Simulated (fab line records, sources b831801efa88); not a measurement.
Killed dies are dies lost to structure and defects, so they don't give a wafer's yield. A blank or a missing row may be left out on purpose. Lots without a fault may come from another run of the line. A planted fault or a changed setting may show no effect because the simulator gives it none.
A struck lot beside a sound one | flow sky130 | 28 steps out of a route of 708
Sound: wafers L817.2, L817.4, L817.6. Struck: wafer L834.5. (L834.1, L834.4 of the same lot were not struck and are left out.) The cause comes at the end.
At each step with rows: each side's tool, then ch and its chambers, then its first start. Under that, the readings that differ: sound wafers | struck wafers | difference of the means | sigmas: that difference in standard deviations of wafers without a fault.
alike: readings whose means differ by less than 2 such deviations, and words and numbers that are the same on both sides. not compared: withheld readings, readings that some wafer has no value for, bounds like >300 that may hide the same value, and numbers for which the record gives no deviation and whose values overlap.
The two part at a step that has a row with sigmas, a row that says differs or no value, or rows on one side only. Numbers that don't overlap but have no deviation are shown without sigmas and don't part them. A reading that every wafer of one side lacks parts them only if that side has two wafers or more.

first, 10 steps without rows for these wafers: SKY_CONTACT_ETCH_18 (etches Si3N4 in CHF3/O2, stops on TiN, time 39 s, target depth 75 nm); SKY_CONTACT_STRIP_19 (strips in O2/N2); SKY_CONTACT_STRIP_20 (strips in post etch residue remover, time 1200 s); SKY_CONTACT_CLEAN_21 (cleans in IPA, time 180 s); SKY_CONTACT_CLEAN_22 (cleans in O3/DIW); SKY_CONTACT_SPUTTER_23 (material TiN, target thk 20 nm, time 80 s); SKY_CONTACT_CVD_24 (deposits W, target thk 340 nm, time 102.12 s); SKY_CONTACT_CMP_27 (polishes, stops on SiO2, t overpolish 15 s, target thk 0 nm); SKY_METAL1_SPUTTER_00 (material Ti, target thk 15 nm, time 10 s); SKY_METAL1_SPUTTER_01 (material TiN, target thk 20 nm, time 16.7 s).
SKY_METAL1_SPUTTER_02: material AlCu, target thk 250 nm, time 13.3 s.
  sound on pvd_sputter-02, day 34 03:18; struck on pvd_sputter-02, day 38 10:40
  reading                                     | sound           | struck | difference | sigmas
  model.AlCu_of_METAL1_SPUTTER_02.thk_nm (nm) | 252.3 253.1 253 | 189.3  | -63.5      |
  alike: cathode_dc_power_W, throttle_valve_pct
then, 2 steps without rows for these wafers: SKY_METAL1_SPUTTER_03 (material Ti, target thk 5 nm, time 3.3 s); SKY_METAL1_SPUTTER_04 (material TiN, target thk 70 nm, time 58.3 s).
SKY_METAL1_RS_MEAS_05: measures by four-point-probe.
  sound on film_metro-01, day 34 03:25; struck on film_metro-03, day 38 10:46
  reading                 | sound                | struck | difference | sigmas
  METAL1_ALCU_RS (ohm/sq) | 0.1256 0.1254 0.1253 | 0.1696 | +0.0442    | +29
SKY_METAL1_THK_MEAS_06: measures by xrf.
  sound on film_metro-01, day 34 03:31; struck on film_metro-03, day 38 10:53
  reading              | sound       | struck | difference | sigmas
  METAL1_ALCU_THK (nm) | 249 251 252 | 186    | -65        | -20
then, 10 steps without rows for these wafers: SKY_METAL1_DEHYDRATE_07 (time 60 s); SKY_METAL1_HMDS_08 (prime time 60 s); SKY_METAL1_COAT_09 (resist thk 60 nm); SKY_METAL1_COAT_10 (resist thk 450 nm); SKY_METAL1_SOFTBAKE_11 (time 90 s); SKY_METAL1_EXPOSE_12 (exposes mask MM1, target cd 140 nm); SKY_METAL1_PEB_13; SKY_METAL1_DEVELOP_14 (develop time 60 s); SKY_METAL1_DESCUM_17 (chemistry O2, time 8 s); SKY_METAL1_ETCH_18 (etches BARC in N2/H2, stops on SiO2, time 45.9 s, target depth 60 nm).
SKY_METAL1_METAL_ETCH_19: etches the open film in Cl2/BCl3, stops on SiO2, target depth 360 nm, time 78 s.
  sound on rie_metal-02 ch 1, day 35 06:59; struck on rie_metal-04 ch 1, day 39 11:35
  reading               | sound             | struck | difference | sigmas
  oes_product_au (a.u.) | 0.854 0.847 0.862 | 0.799  | -0.055     | -10
  alike: drypump_motor_current_A, rf_fwd_power_W, throttle_valve_pct
  not compared: rf_hours_counter_h
then, 1 step without rows for these wafers: SKY_METAL1_STRIP_20 (strips in O2/N2).
-- the record jumps here: 11 days lie between the struck wafers' starts before and after (it left off in module METAL1 and takes up again in module PAD_OPEN, whose first step shown is number 708 of the route) --
SKY_PAD_OPEN_PROBE_99:
  sound on prober-02, day 47 17:32; struck on prober-01, day 50 14:15
  reading                      | sound                | struck | difference | sigmas
  killed_at_M0_to_M3           | 49 44 60             | 33     | -18        | -3
  sort_bin_6_memory (%)        | 6.3 6.9 8.3          | 3.3    | -3.9       | -4
  model.etest.met1.line_ohm_um | 0.8673 0.8932 0.886  | 1.217  | +0.335     |
  model.etest.met1.rs_ohm_sq   | 0.1272 0.1259 0.1278 | 0.1703 | +0.0433    |
  alike: defect_limited_yield, killed_at_M4_up, killed_at_contacts, killed_at_front_end, killed_at_other, killed_dies, killed_open, killed_short, sort_bin_3_pad_short, sort_bin_5_function, sort_n_pass, sort_yield_pct

WHERE THEY PART
First at SKY_METAL1_RS_MEAS_05; last, within this record, at SKY_PAD_OPEN_PROBE_99.

WHY: what the simulator had put in
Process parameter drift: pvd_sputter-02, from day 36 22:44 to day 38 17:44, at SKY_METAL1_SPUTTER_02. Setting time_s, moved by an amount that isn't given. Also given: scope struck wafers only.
